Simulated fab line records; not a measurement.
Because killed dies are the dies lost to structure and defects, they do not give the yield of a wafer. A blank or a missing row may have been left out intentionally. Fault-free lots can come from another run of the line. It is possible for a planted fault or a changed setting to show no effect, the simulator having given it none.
fab line records	flow sky130
[record] lots = 15	wafers = 45	lastDay = 50
route steps=708 shown METAL1@450 VIA1@473
lots that met no fault: from a run of the same line without faults
startH: hours from the record's first day to the start of the lot's first wafer shown	waitH: time in hours since the lot's previous step	" identical to the entry in the row above	L1.1+2: one row covering several wafers at once	- either no value or no given start	* or withheld: withheld	< > ~ a bound
route shown NAME@n: names a module that has steps shown in the file, with the first one's number in the route	usual: mean and standard deviation over wafers with no fault	same: alike in all rows	chamber/n: place in a boat	sites: each site's reading	_std_site: the values' standard deviation	_edge_site: outer sites' mean less inner sites'	radiusMm: for every site, how far away it sits from the centre of the wafer	mask NAME#n: copy n	behind: the last tool/chamber to shape the wafer	hold: why the lot went on hold/how many hours it stayed there/how the hold came to an end	device: names the non-switching transistor (n, p or np)	end of line: tests of these same wafers at the route's end	a step without rows: its recipe alone	killed: count of dies lost to structure and defects at first sort (not the wafer's yield)	map: per-die view of a wafer (x killed, . not killed, _ where there is no die)
set.NAME: setting as actually run; set.NAME@STEP: the setting as run at that earlier step	model.NAME: the simulator's own value behind a step, which no gauge read
one table for each step of the route and one row for each wafer, over a sample of lots
services: a tool's chamber out of use, with start hour (startH, from the record's first day; less than 0 if before it), hours out, and reason
[[steps]]
[step SKY_METAL1_OVL_MEAS_16]
[usual] METAL1_OVL = -4/5.3
lot.wafer	tool	chamber	startH	waitH	METAL1_OVL[nm]
L703.1	overlay-01	-	763.09	0.1	0
L703.3	"	-	"	"	5
L703.6	"	-	"	"	-2
L704.1	overlay-01	-	766.95	0.1	-5
L704.3	"	-	"	"	-1
L704.6	"	-	"	"	1
L705.1	overlay-01	-	782.95	0.1	4
L705.3	"	-	"	"	-1
L705.4	"	-	"	"	-5
L706.1	overlay-01	-	794.97	0.1	2
L706.2	"	-	"	"	-3
L706.5	"	-	"	"	5
L710.1	overlay-01	-	832.92	0.1	-5
L710.2	"	-	"	"	6
L710.6	"	-	"	"	-5
L711.1	overlay-01	-	834.70	0.1	1
L711.2	"	-	"	"	-6
L711.3	"	-	"	"	3
L714.1	overlay-01	-	857.70	0.1	1
L714.3	"	-	"	"	-6
L714.6	"	-	"	"	7
L715.3	overlay-01	-	872.38	0.1	-2
L715.4	"	-	"	"	-14
L715.6	"	-	"	"	-11
L717.1	overlay-02	-	886.97	0.1	-8
L717.3	"	-	"	"	-2
L717.4	"	-	"	"	-4
L718.3	overlay-01	-	892.85	0.1	-7
L718.4	"	-	"	"	1
L718.5	"	-	"	"	-6
L720.3	overlay-02	-	895.90	0.1	-15
L720.5	"	-	"	"	-3
L720.6	"	-	"	"	2
L721.2	overlay-01	-	907.31	0.1	-9
L721.3	"	-	"	"	-8
L721.4	"	-	"	"	-11
L722.2	overlay-01	-	911.17	0.1	-5
L722.5	"	-	"	"	-2
L722.6	"	-	"	"	-2
L723.1	overlay-02	-	927.95	0.1	-9
L723.4	"	-	"	"	-5
L723.5	"	-	"	"	-13
L726.3	overlay-02	-	934.98	0.1	2
L726.4	"	-	"	"	3
L726.6	"	-	"	"	8
[step SKY_METAL1_DESCUM_17]
[recipe] chemistry = O2	sourcePowerW = 150	biasPowerW = 0	pressureMtorr = 10	tempC = 40	timeS = 8
[usual] drypumpMotorCurrentA = 5.8/0.42	oesProductAu = 1.002/0.0094
lot.wafer	tool	chamber	startH	waitH	drypumpMotorCurrentA	oesProductAu	rfHoursCounterH
L703.1	rieMetal-02	1	763.12	0.0	6.3	0.995	13
L703.3	"	0	"	"	5.4	1.004	-
L703.6	"	1	"	"	6.3	0.988	-
L704.1	rieMetal-02	0	766.99	0.0	5.5	0.997	8
L704.3	"	1	"	"	6.4	0.992	-
L704.6	"	1	"	"	6.3	0.997	-
L705.1	rieMetal-04	0	782.99	0.0	5.3	1.002	7
L705.3	"	1	"	"	6.1	0.991	-
L705.4	"	0	"	"	5.3	0.993	-
L706.1	rieMetal-01	1	795.00	0.0	5.4	1.004	2
L706.2	"	0	"	"	6.2	1.006	3
L706.5	"	1	"	"	5.4	0.998	-
L710.1	rieMetal-04	1	832.95	0.0	6.1	0.989	14
L710.2	"	0	"	"	5.3	0.997	9
L710.6	"	0	"	"	5.3	0.998	-
L711.1	rieMetal-02	0	834.74	0.0	5.4	1.006	11
L711.2	"	1	"	"	6.3	0.995	15
L711.3	"	0	"	"	5.4	1.009	-
L714.1	rieMetal-04	0	857.74	0.0	5.3	1.000	10
L714.3	"	1	"	"	6.1	1.002	-
L714.6	"	1	"	"	6.1	1.005	-
L715.3	rieMetal-02	1	872.42	0.0	6.3	1.003	-
L715.4	"	0	"	"	5.5	1.014	-
L715.6	"	0	"	"	5.5	1.008	-
L717.1	rieMetal-04	0	887.00	0.0	5.3	1.011	11
L717.3	"	1	"	"	6.1	0.999	-
L717.4	"	0	"	"	5.3	1.007	-
L718.3	rieMetal-04	1	892.89	0.0	6.1	1.007	-
L718.4	"	0	"	"	5.3	1.005	-
L718.5	"	0	"	"	5.3	1.014	-
L720.3	rieMetal-01	0	895.94	0.0	6.2	1.005	-
L720.5	"	0	"	"	6.2	1.007	-
L720.6	"	1	"	"	5.4	1.001	-
L721.2	rieMetal-01	0	907.34	0.0	6.3	1.011	8
L721.3	"	1	"	"	5.4	1.005	-
L721.4	"	0	"	"	6.2	1.017	-
L722.2	rieMetal-02	1	911.20	0.0	6.3	0.991	2
L722.5	"	0	"	"	5.4	1.002	-
L722.6	"	1	"	"	6.3	0.988	-
L723.1	rieMetal-01	1	927.99	0.0	5.4	1.015	6
L723.4	"	0	"	"	6.2	1.020	-
L723.5	"	0	"	"	6.2	1.018	-
L726.3	rieMetal-01	0	935.02	0.0	6.2	1.012	-
L726.4	"	1	"	"	5.4	0.997	-
L726.6	"	0	"	"	6.2	1.005	-
[step SKY_METAL1_STRIP_20]
[recipe] chemistry = O2/N2	powerW = 1400	pressureMtorr = 1500	platenTempC = withheld	o2FlowSccm = 3000	n2FlowSccm = 300	overashFraction = 0.5
[usual] drypumpMotorCurrentA = 5.6/0.45	oesProductAu = 0.343/0.005	stripTimeToEndpointS = 2.69/0.04
lot.wafer	tool	chamber	startH	waitH	drypumpMotorCurrentA	oesProductAu	rfHoursCounterH	stripTimeToEndpointS
L703.1	plasmaAsher-03	0	763.31	0.1	5.6	0.352	62	2.77
L703.3	"	1	"	"	5.1	0.341	-	2.68
L703.6	"	1	"	"	5.1	0.353	-	2.75
L704.1	plasmaAsher-01	1	767.17	0.1	6.1	0.341	33	2.67
L704.3	"	0	"	"	5.4	0.347	-	2.74
L704.6	"	0	"	"	5.4	0.339	-	2.76
L705.1	plasmaAsher-03	0	783.17	0.1	5.6	0.338	64	2.67
L705.3	"	1	"	"	5.1	0.340	-	2.75
L705.4	"	0	"	"	5.6	0.343	-	2.70
L706.1	plasmaAsher-02	0	795.25	0.1	5.4	0.341	101	2.65
L706.2	"	1	"	"	6.3	0.342	101	2.65
L706.5	"	1	"	"	6.4	0.340	-	2.62
L710.1	plasmaAsher-02	0	833.14	0.1	5.3	0.338	104	2.68
L710.2	"	1	"	"	6.4	0.348	104	2.64
L710.6	"	0	"	"	5.3	0.334	-	2.66
L711.1	plasmaAsher-01	0	834.92	0.1	5.4	0.343	40	2.70
L711.2	"	1	"	"	6.1	0.349	40	2.77
L711.3	"	1	"	"	6.1	0.353	-	2.74
L714.1	plasmaAsher-03	1	857.92	0.1	5.1	0.334	71	2.66
L714.3	"	1	"	"	5.1	0.343	-	2.69
L714.6	"	0	"	"	5.6	0.338	-	2.67
L715.3	plasmaAsher-01	1	872.62	0.1	6.1	0.349	-	2.71
L715.4	"	0	"	"	5.3	0.349	-	2.69
L715.6	"	0	"	"	5.4	0.343	-	2.67
L717.1	plasmaAsher-01	0	887.19	0.1	5.3	0.337	46	2.69
L717.3	"	0	"	"	5.3	0.354	-	2.70
L717.4	"	1	"	"	6.1	0.345	-	2.70
L718.3	plasmaAsher-03	1	893.09	0.1	5.1	0.342	-	2.69
L718.4	"	0	"	"	5.6	0.341	-	2.68
L718.5	"	0	"	"	5.6	0.348	-	2.67
L720.3	plasmaAsher-01	0	896.20	0.1	5.3	0.346	-	2.65
L720.5	"	0	"	"	5.4	0.339	-	2.67
L720.6	"	1	"	"	6.1	0.333	-	2.73
L721.2	plasmaAsher-03	1	907.53	0.1	5.1	0.336	76	2.64
L721.3	"	0	"	"	5.6	0.342	-	2.68
L721.4	"	1	"	"	5.1	0.341	-	2.63
L722.2	plasmaAsher-02	0	911.39	0.1	5.3	0.345	112	2.75
L722.5	"	1	"	"	6.3	0.341	-	2.71
L722.6	"	0	"	"	5.3	0.345	-	2.74
L723.1	plasmaAsher-02	1	928.18	0.1	6.3	0.348	114	2.68
L723.4	"	0	"	"	5.3	0.344	-	2.65
L723.5	"	0	"	"	5.3	0.337	-	2.64
L726.3	plasmaAsher-02	0	935.22	0.1	5.3	0.342	-	2.62
L726.4	"	1	"	"	6.3	0.339	-	2.67
L726.6	"	1	"	"	6.3	0.342	-	2.62
[step SKY_VIA1_ETCH_15]
[recipe] target = SiO2	chemistry = C4F8/O2/Ar	targetDepthNm = 351	stopOn = TiN	maskMaterial = KrF-thick	sourceW = 1500	biasW = 1200	pressureMtorr = 40	c4f8FlowSccm = withheld	O2_flow_sccm = 6	Ar_flow_sccm = 300	timeS = 54
[usual] biasW = 1200/3.8	chamberPressureMTorr = 40.00/0.034	oesProductAu = 0.980/0.0059
lot.wafer	tool	chamber	startH	waitH	biasW	chamberPressureMTorr	oesProductAu	rfHoursCounterH
L703.1	rieDiel-01	1	790.98	0.0	1203	40.04	0.985	3
L703.3	"	2	"	"	1200	39.99	0.984	9
L703.6	"	0	"	"	1205	39.99	0.977	-
L704.1	rieDiel-01	2	794.63	0.0	1204	40.01	0.971	9
L704.3	"	0	"	"	1201	39.99	0.990	11
L704.6	"	0	"	"	1202	40.02	0.977	-
L705.1	rieDiel-01	1	811.23	0.0	1203	39.96	0.986	3
L705.3	"	3	"	"	1197	40.02	0.989	31
L705.4	"	1	"	"	1206	39.98	0.982	-
L706.1	rieDiel-04	0	823.40	0.0	1202	39.93	0.979	1
L706.2	"	3	"	"	1199	39.99	0.983	9
L706.5	"	3	"	"	1199	40.04	0.981	-
L710.1	rieDiel-03	1	860.35	0.0	1201	40.01	0.996	20
L710.2	"	0	"	"	1198	40.01	0.981	19
L710.6	"	3	"	"	1200	40.02	0.975	-
L711.1	rieDiel-01	2	863.00	0.0	1191	40.03	0.972	11
L711.2	"	1	"	"	1200	40.01	0.974	5
L711.3	"	3	"	"	1195	40.00	0.982	0
L714.1	rieDiel-04	1	885.15	0.0	1202	39.99	0.972	8
L714.3	"	0	"	"	1191	39.98	0.986	3
L714.6	"	0	"	"	1195	40.01	0.986	-
L715.3	rieDiel-04	2	899.49	0.0	1203	39.97	0.981	21
L715.4	"	1	"	"	1196	40.06	0.983	9
L715.6	"	0	"	"	1203	40.00	0.988	-
L717.1	rieDiel-03	0	913.73	0.0	1198	40.04	0.982	21
L717.3	"	2	"	"	1197	40.02	0.971	21
L717.4	"	1	"	"	1202	39.97	0.985	22
L718.3	rieDiel-04	1	919.00	0.0	1194	39.97	0.982	9
L718.4	"	0	"	"	1200	40.04	0.982	4
L718.5	"	1	"	"	1200	40.01	0.976	-
L720.3	rieDiel-03	0	922.38	0.0	-	-	-	-
L720.5	"	3	"	"	-	-	-	-
L720.6	"	0	"	"	-	-	-	-
L721.2	rieDiel-03	2	933.07	0.0	-	-	-	-
L721.3	"	3	"	"	-	-	-	-
L721.4	"	1	"	"	-	-	-	-
L722.2	rieDiel-04	3	937.19	0.0	-	-	-	-
L722.5	"	0	"	"	-	-	-	-
L722.6	"	3	"	"	-	-	-	-
L723.1	rieDiel-04	2	954.18	0.0	1195	39.94	0.963	0
L723.4	"	1	"	"	1207	39.94	0.977	10
L723.5	"	1	"	"	1201	39.94	0.978	-
L726.3	rieDiel-03	1	963.30	0.0	1196	39.99	0.982	23
L726.4	"	0	"	"	1202	40.01	0.974	-
L726.6	"	3	"	"	1202	39.99	0.985	-
[step SKY_VIA1_STRIP_16]
[recipe] chemistry = O2/N2	powerW = 1400	pressureMtorr = 1500	platenTempC = withheld	o2FlowSccm = 3000	n2FlowSccm = 300	overashFraction = 0.5
[usual] drypumpMotorCurrentA = 5.7/0.5	oesProductAu = 0.417/0.0044	stripTimeToEndpointS = 4.471/0.021
lot.wafer	tool	chamber	startH	waitH	drypumpMotorCurrentA	oesProductAu	rfHoursCounterH	stripTimeToEndpointS
L703.1	plasmaAsher-01	0	791.03	0.0	5.3	0.417	36	4.453
L703.3	"	1	"	"	6.1	0.412	-	4.462
L703.6	"	1	"	"	6.1	0.415	-	4.493
L704.1	plasmaAsher-04	1	794.68	0.0	6.4	0.415	5	4.487
L704.3	"	1	"	"	6.4	0.407	-	4.505
L704.6	"	0	"	"	5.3	0.422	-	4.498
L705.1	plasmaAsher-03	0	811.28	0.0	5.6	0.415	67	4.426
L705.3	"	0	"	"	5.6	0.415	-	4.445
L705.4	"	1	"	"	5.1	0.415	-	4.444
L706.1	plasmaAsher-01	0	823.44	0.0	5.3	0.409	39	4.469
L706.2	"	1	"	"	6.1	0.425	39	4.469
L706.5	"	1	"	"	6.1	0.412	-	4.494
L710.1	plasmaAsher-03	1	860.39	0.0	5.1	0.421	72	4.467
L710.2	"	0	"	"	5.6	0.413	72	4.486
L710.6	"	1	"	"	5.1	0.412	-	4.494
L711.1	plasmaAsher-04	1	863.04	0.0	6.4	0.420	12	4.482
L711.2	"	0	"	"	5.3	0.411	12	4.464
L711.3	"	1	"	"	6.4	0.423	-	4.500
L714.1	plasmaAsher-03	0	885.19	0.0	5.6	0.413	74	4.483
L714.3	"	0	"	"	5.6	0.415	-	4.457
L714.6	"	0	"	"	5.6	0.420	-	4.465
L715.3	plasmaAsher-01	1	899.57	0.1	6.1	0.415	-	4.436
L715.4	"	0	"	"	5.3	0.415	-	4.472
L715.6	"	1	"	"	6.1	0.416	-	4.452
L717.1	plasmaAsher-01	1	913.78	0.0	6.1	0.422	48	4.476
L717.3	"	1	"	"	6.1	0.411	-	4.477
L717.4	"	0	"	"	5.3	0.413	-	4.476
L718.3	plasmaAsher-04	1	919.08	0.1	6.4	0.411	-	4.458
L718.4	"	0	"	"	5.3	0.421	-	4.446
L718.5	"	1	"	"	6.4	0.418	-	4.490
L720.3	plasmaAsher-04	1	922.46	0.1	6.4	0.451	-	5.223
L720.5	"	1	"	"	6.4	0.443	-	5.236
L720.6	"	0	"	"	5.3	0.444	-	5.207
L721.2	plasmaAsher-04	0	933.11	0.0	5.3	0.443	19	5.202
L721.3	"	1	"	"	6.4	0.447	-	5.198
L721.4	"	0	"	"	5.3	0.439	-	5.182
L722.2	plasmaAsher-01	1	937.23	0.0	6.1	0.439	51	5.204
L722.5	"	0	"	"	5.3	0.449	-	5.195
L722.6	"	1	"	"	6.1	0.439	-	5.212
L723.1	plasmaAsher-03	1	954.23	0.0	5.1	0.419	81	4.476
L723.4	"	0	"	"	5.6	0.422	-	4.491
L723.5	"	0	"	"	5.6	0.425	-	4.455
L726.3	plasmaAsher-04	1	963.38	0.1	6.4	0.424	-	4.425
L726.4	"	0	"	"	5.3	0.408	-	4.460
L726.6	"	0	"	"	5.3	0.414	-	4.457
[[services]]
tool	chamber	startH	hours	kind
rieDiel-01	-	739.25	0.5	repair
rieMetal-01	-	739.80	4.3	pm
plasmaAsher-04	-	742.75	2.8	pm
rieDiel-01	3	743.18	12.9	repair
rieDiel-03	0	743.29	3.9	repair
rieDiel-01	2	760.27	23.5	repair
rieDiel-01	3	777.20	4.4	repair
rieDiel-04	2	780.09	7.7	repair
rieDiel-04	1	792.95	14.8	repair
plasmaAsher-02	-	797.85	5.8	repair
rieMetal-01	1	806.30	1.3	repair
rieDiel-03	3	830.92	19.2	repair
plasmaAsher-03	-	840.00	4.4	repair
plasmaAsher-04	-	841.65	2.1	repair
rieDiel-03	2	848.33	6.5	repair
plasmaAsher-01	-	862.54	3.6	repair
rieMetal-01	1	868.88	22.1	repair
rieDiel-04	3	876.71	6.6	repair
plasmaAsher-03	-	880.70	2.3	repair
rieMetal-02	-	896.25	0.4	repair
rieDiel-03	-	915.03	7.1	repair
plasmaAsher-01	-	938.11	1.0	repair
plasmaAsher-03	-	956.70	2.8	pm
rieDiel-03	2	960.10	13.6	repair
[[key]]
[firstSign] step = SKY_VIA1_ETCH_15	reading = toolRecord	direction = missing
[effect] step = SKY_VIA1_STRIP_16	reading = stripTimeToEndpointS	direction = up	sigmas = 35	usual = *	struck = *
metAt SKY_VIA1_ETCH_15
struckLots L720,L721,L722
laterRowsLeftOut L720.3,L720.5,L720.6,L721.2,L721.3,L721.4,L722.2,L722.5,L722.6
sortLeftOut L720.3,L720.5,L720.6,L721.2,L721.3,L721.4,L722.2,L722.5,L722.6
notActingAt SKY_METAL1_OVL_MEAS_16,SKY_METAL1_DESCUM_17,SKY_METAL1_STRIP_20
onsetBetween 919.00 922.38
[fault] kind = skippedStepWhole	tool = rieDiel-03,rieDiel-04	chamber = -	onsetH = 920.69	steps = SKY_VIA1_ETCH_15	scope = struckLotsOnly
// sortLeftOut: the simulated sort isn't trusted on such a fault, so these wafers' sort isn't shown, and their yield isn't known
// laterRowsLeftOut: the simulator's readings of these wafers behind a module that went badly wrong aren't trusted and aren't shown, but for the sort
